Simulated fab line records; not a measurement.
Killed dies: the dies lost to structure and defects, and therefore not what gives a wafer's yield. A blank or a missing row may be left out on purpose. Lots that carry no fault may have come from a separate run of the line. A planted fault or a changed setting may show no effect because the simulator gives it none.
Chamber matching | flow gf180mcu | GF_V3_CMP_04 on cmp-02: 4 sister chambers
The step polishes SiO2. 8 wafers are shown with their chamber, then 8 later ones without.

## WAFERS PAIRED WITH THEIR CHAMBERS
wafer  | chamber | motor-current-A (A) | time-to-endpoint-s (s)
L525.2 | 3       | 11.5                | 79
L529.3 | 3       | 12.5                | 78
L530.2 | 2       | 11.9                | 72
L530.6 | 0       | 13.8                | 81
L533.2 | 1       | 13.7                | 83
L533.3 | 0       | 13.6                | 78
L533.6 | 2       | 10.7                | 77
L535.3 | 1       | 13.9                | 69

## WAFERS WHOSE CHAMBER IS MISSING
wafer  | motor-current-A (A) | time-to-endpoint-s (s)
L535.5 | 11.5                | 70
L535.6 | 13.5                | 75
L536.1 | 11.7                | 75
L536.3 | 12.6                | 69
L536.6 | 13.9                | 89
L539.1 | 12.0                | 74
L539.3 | 13.0                | 91
L539.6 | 11.6                | 84

## WHICH CHAMBER EACH WENT THROUGH
wafer  | from the rows above               | in truth
L535.5 | can't be placed: 2 or 3           | 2
L535.6 | can't be placed: 1 or 0           | 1
L536.1 | can't be placed: 2 or 3           | 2
L536.3 | can't be placed: 3 or 1 or 2 or 0 | 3
L536.6 | can't be placed: 0 or 1           | 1
L539.1 | can't be placed: 3 or 2           | 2
L539.3 | can't be placed: 0 or 3 or 1 or 2 | 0
L539.6 | can't be placed: 3 or 2           | 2
Correctly placed: 0 of 8. Not placeable from these rows: 8 (in 8, the candidates include the true chamber). 0 placed wrongly.
How it was worked out, from the rows above alone: a wafer's distance from a chamber is the root of the sum, over the readings, of the square of ((its reading less the chamber's mean) divided by the reading's scatter). The wafer belongs to the nearest chamber; if the next one is less than 2 further off, it can't be placed. Each chamber's mean is taken over the wafers shown for it. The scatter: the root of (the sum of the squares of (reading less its chamber's mean) over the shown wafers, divided by (wafers less chambers)).
